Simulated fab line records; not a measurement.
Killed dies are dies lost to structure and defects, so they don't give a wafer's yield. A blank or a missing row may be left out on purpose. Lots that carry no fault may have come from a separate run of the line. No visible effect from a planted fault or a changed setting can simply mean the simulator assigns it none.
Which tool did it? :: flow sfq_line :: 21 wafers from 7 lots sampled at 4 of the route's 325 steps

== WHAT EACH GAUGE READ, for each wafer ==
SFQ_I0_BOW_MEAS_907.
lot: L731
measured: day 7 21:55
on: film_metro-03
I0_BOW (um): -1 -3 -7

lot: L733
measured: day 8 21:55
on: film_metro-04
I0_BOW (um): -7 0 -6

lot: L736
measured: day 9 16:10
on: film_metro-03
I0_BOW (um): 3 8 3

lot: L738
measured: day 10 00:55
on: film_metro-03
I0_BOW (um): 2 14 0

lot: L740
measured: day 10 10:09
on: film_metro-04
I0_BOW (um): 3 -13 -6

lot: L742
measured: day 11 02:10
on: film_metro-04
I0_BOW (um): 4 -3 11 - - -

lot: L744
measured: day 11 14:03
on: film_metro-03
I0_BOW (um): 13 7 13

== WHAT TOOL EACH LOT RAN ON (gives the tool, then ch and the chambers of the sampled wafers, and finally the start) ==
lot: L731
SFQ_TRILAYER_L0_BARC_OPEN_METAL_ETCH_010: rie_metal-04 ch 0,1, day 3 06:17
SFQ_TRILAYER_L0_VIA_STRIP_STRIP_017: rie_metal-02 ch 0,1, day 4 23:59
SFQ_TRILAYER_I0_CMP_CMP_028: cmp-01 ch 1,3, day 7 19:25

lot: L733
SFQ_TRILAYER_L0_BARC_OPEN_METAL_ETCH_010: rie_metal-02 ch 0,1, day 3 17:05
SFQ_TRILAYER_L0_VIA_STRIP_STRIP_017: rie_metal-03 ch 0,1, day 5 14:23
SFQ_TRILAYER_I0_CMP_CMP_028: cmp-01 ch 1,2,3, day 8 18:55

lot: L736
SFQ_TRILAYER_L0_BARC_OPEN_METAL_ETCH_010: rie_metal-04 ch 0,1, day 4 13:03
SFQ_TRILAYER_L0_VIA_STRIP_STRIP_017: rie_metal-02 ch 0,1, day 6 07:56
SFQ_TRILAYER_I0_CMP_CMP_028: cmp-02 ch 0,2,3, day 9 13:09

lot: L738
SFQ_TRILAYER_L0_BARC_OPEN_METAL_ETCH_010: rie_metal-02 ch 1, day 4 21:27
SFQ_TRILAYER_L0_VIA_STRIP_STRIP_017: rie_metal-04 ch 0,1, day 6 16:20
SFQ_TRILAYER_I0_CMP_CMP_028: cmp-01 ch 2,3, day 9 22:25

lot: L740
SFQ_TRILAYER_L0_BARC_OPEN_METAL_ETCH_010: rie_metal-04 ch 0,1, day 5 10:39
SFQ_TRILAYER_L0_VIA_STRIP_STRIP_017: rie_metal-02 ch 0,1, day 7 04:20
SFQ_TRILAYER_I0_CMP_CMP_028: cmp-02 ch 0,1,3, day 10 07:09

lot: L742
SFQ_TRILAYER_L0_BARC_OPEN_METAL_ETCH_010: rie_metal-01 ch 0,1, day 5 20:15
SFQ_TRILAYER_L0_VIA_STRIP_STRIP_017: rie_metal-03 ch 0,1, day 7 13:44
SFQ_TRILAYER_I0_CMP_CMP_028: cmp-02 ch 0,1, day 10 23:39

lot: L744
SFQ_TRILAYER_L0_BARC_OPEN_METAL_ETCH_010: rie_metal-02 ch 0,1, day 6 05:24
SFQ_TRILAYER_L0_VIA_STRIP_STRIP_017: rie_metal-02 ch 0,1, day 7 23:20
SFQ_TRILAYER_I0_CMP_CMP_028: cmp-01 ch 0,3, day 11 11:03
- SFQ_TRILAYER_L0_BARC_OPEN_METAL_ETCH_010: etches BARC in O2, target depth 125 nm, time 41.7 s.
- SFQ_TRILAYER_L0_VIA_STRIP_STRIP_017: strips in O2.
- SFQ_TRILAYER_I0_CMP_CMP_028: polishes SiO2.

== THE ANSWER, worked out from the rows above alone ==
Rule: usual is defined by the lots themselves. The widest of any qualifying gaps counts: lots, ordered by their means at a reading, are off when they make up no more than a third of the lots, leave a main group of 4 or more, and stand apart from it by 3 or more times the standard deviation of that group's means. A main group whose means are all the same, to the digits that the tables above print for the reading, isn't used. Also off: a lot with no number at a reading for which 4 or more lots have one. Any other lot the step has rows for is counted as sound.
Across all readings shown, no lot is off: no conclusion can be drawn from this.

== WHAT THE SIMULATOR HAD PUT IN ==
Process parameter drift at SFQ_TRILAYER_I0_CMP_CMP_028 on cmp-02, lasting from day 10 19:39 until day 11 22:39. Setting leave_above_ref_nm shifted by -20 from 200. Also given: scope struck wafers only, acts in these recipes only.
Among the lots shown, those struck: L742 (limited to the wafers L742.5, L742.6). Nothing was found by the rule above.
